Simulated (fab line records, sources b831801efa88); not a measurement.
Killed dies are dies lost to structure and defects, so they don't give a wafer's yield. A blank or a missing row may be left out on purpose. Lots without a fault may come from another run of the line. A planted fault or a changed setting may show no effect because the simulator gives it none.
A struck lot beside a sound one | flow sky130 | 17 steps out of a route of 708
Sound: wafers L631.1, L631.3, L631.6. Struck: wafers L644.1, L644.6. (L644.2 of the same lot was not struck and is left out.) The cause comes at the end.
At each step with rows: each side's tool, then ch and its chambers, then its first start. Under that, the readings that differ: sound wafers | struck wafers | difference of the means | sigmas: that difference in standard deviations of wafers without a fault.
alike: readings whose means differ by less than 2 such deviations, and words and numbers that are the same on both sides. not compared: withheld readings, readings that some wafer has no value for, bounds like >300 that may hide the same value, and numbers for which the record gives no deviation and whose values overlap.
The two part at a step that has a row with sigmas, a row that says differs or no value, or rows on one side only. Numbers that don't overlap but have no deviation are shown without sigmas and don't part them. A reading that every wafer of one side lacks parts them only if that side has two wafers or more.

first, 3 steps without rows for these wafers: SKY_LI_CONTACT_EXPOSE_09 (exposes mask LICM1, target cd 170 nm); SKY_LI_CONTACT_PEB_10; SKY_LI_CONTACT_DEVELOP_11 (develop time 60 s).
SKY_LI_CONTACT_CD_MEAS_12: target cd 170 nm.
  sound on cd_sem-02, day 30 05:43; struck on cd_sem-02, day 34 08:51
  alike: cd_nm
SKY_LI_CONTACT_OVL_MEAS_13:
  sound on overlay-02, day 30 05:50; struck on overlay-02, day 34 08:58
  alike: LI_CONTACT_OVL
then, 1 step without rows for these wafers: SKY_LI_CONTACT_ETCH_14 (etches BARC in N2/H2, stops on SiO2, time 45.9 s, target depth 60 nm).
SKY_LI_CONTACT_ETCH_15: etches PSG in C4F8/O2/Ar, stops on Si, target depth 600 nm.
  sound on rie_diel-02 ch 0,1,2, day 30 05:55; struck on rie_diel-02 ch 0,1, day 34 09:03
  alike: oes_product_au, rf_fwd_power_W
SKY_LI_CONTACT_STRIP_16: strips in O2/N2.
  sound on plasma_asher-01 ch 0,1, day 30 06:00; struck on plasma_asher-02 ch 0, day 34 09:08
  alike: drypump_motor_current_A, oes_product_au, strip_time_to_endpoint_s
  not compared: rf_hours_counter_h
then, 2 steps without rows for these wafers: SKY_LI_CONTACT_CLEAN_17 (cleans in NMP, time 600 s); SKY_LI_CONTACT_PRE_CLEAN_18 (time 5.6 s).
SKY_LI_CONTACT_SPUTTER_19: material Ti, target thk 20 nm, time 106.37 s.
  sound on pvd_sputter-01, day 30 06:18; struck on pvd_sputter-01, day 34 09:26
  alike: throttle_valve_pct
SKY_LI_CONTACT_SPUTTER_20: material TiN, target thk 20 nm, time 80 s.
  sound on pvd_sputter-01, day 30 06:22; struck on pvd_sputter-01, day 34 09:31
  alike: throttle_valve_pct
SKY_LI_CONTACT_CVD_21: deposits W, target thk 400 nm, time 120.56 s.
  sound on cvd_w-01 ch 0, day 30 06:26; struck on cvd_w-02 ch 0,1, day 34 09:35
  reading                                  | sound             | struck      | difference | sigmas
  model.W_of_LI_CONTACT_CVD_21.thk_nm (nm) | 395.9 401.1 398.8 | 423.6 422.8 | +24.6      |
  alike: heater_power_w
SKY_LI_CONTACT_RS_MEAS_22: measures by four-point-probe.
  sound on film_metro-02, day 30 06:34; struck on film_metro-01, day 34 09:43
  reading                  | sound             | struck      | difference | sigmas
  LI_CONTACT_W_RS (ohm/sq) | 0.288 0.284 0.286 | 0.269 0.270 | -0.016     | -5
SKY_LI_CONTACT_THK_MEAS_23: measures by xrf.
  sound on film_metro-02, day 30 06:41; struck on film_metro-01, day 34 09:50
  reading               | sound       | struck  | difference | sigmas
  LI_CONTACT_W_THK (nm) | 404 409 408 | 432 432 | +25        | +3
SKY_LI_CONTACT_CMP_24: polishes, stops on PSG, t overpolish 20 s, target thk 0 nm.
  sound on cmp-01 ch 1,2,3, day 30 06:50; struck on cmp-01 ch 0, day 34 09:56
  alike: motor_current_A, slurry_flow_ml_min
-- the record jumps here: 15 days lie between the struck wafers' starts before and after (it left off in module LI_CONTACT and takes up again in module PAD_OPEN, whose first step shown is number 708 of the route) --
SKY_PAD_OPEN_PROBE_99:
  the record has rows for the struck wafers here (prober-01, day 49 15:18) and none for the sound ones

WHERE THEY PART
First at SKY_LI_CONTACT_RS_MEAS_22; last, within this record, at SKY_PAD_OPEN_PROBE_99.

WHY: what the simulator had put in
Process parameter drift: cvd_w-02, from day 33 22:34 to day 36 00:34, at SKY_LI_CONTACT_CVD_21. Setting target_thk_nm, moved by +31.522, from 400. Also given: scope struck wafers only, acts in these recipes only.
